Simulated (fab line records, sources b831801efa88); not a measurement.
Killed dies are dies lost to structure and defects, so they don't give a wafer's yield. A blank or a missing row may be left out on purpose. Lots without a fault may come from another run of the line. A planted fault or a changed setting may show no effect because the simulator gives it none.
Chamber matching | flow gf180mcu | GF_V1_CMP_26 on cmp-02: 4 sister chambers
The step polishes, stops on SiO2, t overpolish 15 s, target thk 0 nm. 14 wafers are shown with their chamber, then 7 later ones without.

WAFERS WITH THEIR CHAMBER
wafer  | chamber | time_to_endpoint_s (s) | motor_current_A (A) | overpolish_run_s (s)
L849.1 | 0       | 87                     | 10.7                | 15.000
L849.3 | 2       | 82                     | 10.0                | 14.986
L849.6 | 3       | 80                     | 10.6                | 15.005
L850.3 | 3       | 82                     | 11.0                | 14.996
L850.5 | 3       | 84                     | 10.5                | 14.994
L850.6 | 0       | 85                     | 10.5                | 15.006
L851.1 | 0       | 87                     | 10.9                | 15.013
L851.2 | 1       | 81                     | 10.3                | 15.007
L851.4 | 3       | 81                     | 11.3                | 15.001
L862.1 | 1       | 82                     | 10.2                | 14.985
L862.3 | 2       | 85                     | 10.5                | 14.994
L862.6 | 2       | 84                     | 10.3                | 14.989
L865.1 | 1       | 83                     | 10.3                | 15.001
L865.2 | 2       | 79                     | 10.5                | 14.998

SIGNATURES (means of the wafers above)
reading            | chamber 0 | chamber 1 | chamber 2 | chamber 3 | scatter within a chamber
time_to_endpoint_s | 86.33     | 82.00     | 82.50     | 81.75     | 1.86
motor_current_A    | 10.700    | 10.267    | 10.325    | 10.850    | 0.258
overpolish_run_s   | 15.00633  | 14.99767  | 14.99175  | 14.99900  | 0.00709
Rule: a wafer's distance from a chamber is the root of the sum, over the readings, of the square of ((its reading less the chamber's mean) divided by the reading's scatter). The wafer belongs to the nearest chamber; if the next one is less than 2 further off, it can't be placed. The scatter: the root of (the sum of the squares of (reading less its chamber's mean) over the shown wafers, divided by (wafers less chambers)).

WAFERS WITHOUT THEIR CHAMBER
wafer  | time_to_endpoint_s (s) | motor_current_A (A) | overpolish_run_s (s)
L865.6 | 81                     | 10.8                | 14.984
L866.1 | 78                     | 10.6                | 14.990
L866.2 | 80                     | 10.7                | 15.016
L866.6 | 79                     | 10.8                | 15.015
L869.1 | 81                     | 11.4                | 14.990
L869.4 | 92                     | 10.3                | 14.998
L869.6 | 84                     | 11.0                | 14.987

WHICH CHAMBER EACH WENT THROUGH
wafer  | from the rows above               | in truth
L865.6 | can't be placed: 3 or 2 or 1      | 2
L866.1 | can't be placed: 3 or 2 or 1      | 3
L866.2 | can't be placed: 3 or 1 or 0 or 2 | 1
L866.6 | can't be placed: 3 or 1 or 0 or 2 | 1
L869.1 | can't be placed: 3 or 2           | 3
L869.4 | can't be placed: 0 or 2 or 1      | 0
L869.6 | can't be placed: 3 or 2 or 0 or 1 | 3
Placed correctly: 0 of 7. Can't be placed from these rows: 7 (the true chamber is among the candidates in 7). Placed wrongly: 0.
